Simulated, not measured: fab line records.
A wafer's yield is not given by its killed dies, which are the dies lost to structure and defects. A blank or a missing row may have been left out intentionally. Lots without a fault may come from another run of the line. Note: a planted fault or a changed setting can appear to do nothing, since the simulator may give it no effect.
One fault seen from 2 desks	flow gf180mcu	only its own numbers are on each desk; what lay behind them is given at the end

== METROLOGY DESK ==
What the gauges read, lot by lot, whatever tool the lot ran on: means of the sampled wafers that have a number. Any lot whose mean is over 4 standard deviations away from the usual mean is out of limits and marked OUT; that distance is given in the brackets.
Columns: A = STI_CVD_23_THK at GF_STI_THK_MEAS_24, usual 647 nm; B = LVPWELL_TW at GF_LVPWELL_TW_MEAS_11, usual 557; C = VT_IMPLANT_01_OVL at GF_VT_IMPLANT_OVL_MEAS_18, usual -0.6 nm
lot	first seen here	A	B	C
L181	day 2 03:48	647	551	-1.5
L182	day 2 08:48	636	561	-0.1
L183	day 2 13:51	647	552	-1.0
L184	day 2 23:32	644	560	-1.2
L185	day 2 23:35	641	564	1.8
L186	day 3 09:07	644	560	0.7
L188	day 3 21:21	644	560	-1.5
L191	day 4 08:53	647	554	-0.9
L192	day 4 12:31	643	563	0.4
L194	day 4 21:48	643	527 (-5.2) OUT	1.2
L201	day 6 11:35	641	551	-0.2
L203	day 6 21:04	647	549	0.2
L204	day 7 01:44	655	546	1.5
Finding of this desk: L194 out of limits, first seen on L194 at day 6 21:33 (LVPWELL_TW at GF_LVPWELL_TW_MEAS_11). L181, L182, L183, L184, L185, L186, L188, L191, L192, L201, L203, L204: within limits.

== DESK OF THE TOOL OWNER: plasmaAsher-02 ==
The tool's own readings at GF_NWELL_STRIP_10 (strips in O2/N2): means of the sampled wafers that have a number, for each lot that ran on this tool. Any lot whose mean is over 4 standard deviations away from the usual mean is out of limits and marked OUT; that distance is given in the brackets.
Columns: A = drypumpMotorCurrentA at GF_NWELL_STRIP_10, usual 5.9 A; B = heaterPowerW at GF_NWELL_STRIP_10, usual 316 W; C = n2FlowSccm at GF_NWELL_STRIP_10, usual 300.1 sccm; D = o2FlowSccm at GF_NWELL_STRIP_10, usual 3001 sccm; E = oesProductAu at GF_NWELL_STRIP_10, usual 0.723 a.u.; F = stripTimeToEndpointS at GF_NWELL_STRIP_10, usual 37.04 s
lot	first seen here	A	B	C	D	E	F
L182	day 3 11:23	6.2	319	300.8	2990	0.719	37.22
L185	day 4 09:28	6.3	313	300.2	3000	0.724	37.14
L191	day 5 15:37	6.1	307	299.9	3006	0.721	37.03
L192	day 5 21:14	6.1	302	299.2	3001	0.729	36.88
L194	day 6 05:34	6.3	314	300.3	3003	0.965 (+51) OUT	-
L203	day 8 08:26	6.1	308	300.1	3009	0.722	36.98
L204	day 8 13:38	6.1	302	299.6	3016	0.722	36.97
This desk's verdict: out of limits on L194, starting with L194 at day 6 05:34 (oesProductAu at GF_NWELL_STRIP_10). L182, L185, L191, L192, L203, L204: within limits.

== PUT TOGETHER ==
The tool owner's desk had the chance to raise an alarm at day 6 05:34 on L194.
Metrology desk: alarm possible at day 6 21:33 on L194.
GF_NWELL_STRIP_10 was run on plasmaAsher-02 by each of the lots named.

== WHAT WAS PUT IN BY THE SIMULATOR ==
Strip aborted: plasmaAsher-02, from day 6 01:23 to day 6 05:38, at GF_NWELL_STRIP_10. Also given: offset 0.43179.
Shown lots that were struck: L194.
Fault start to first reading out of limits, in hours, per desk: tool owner, 4; metrology, 20.
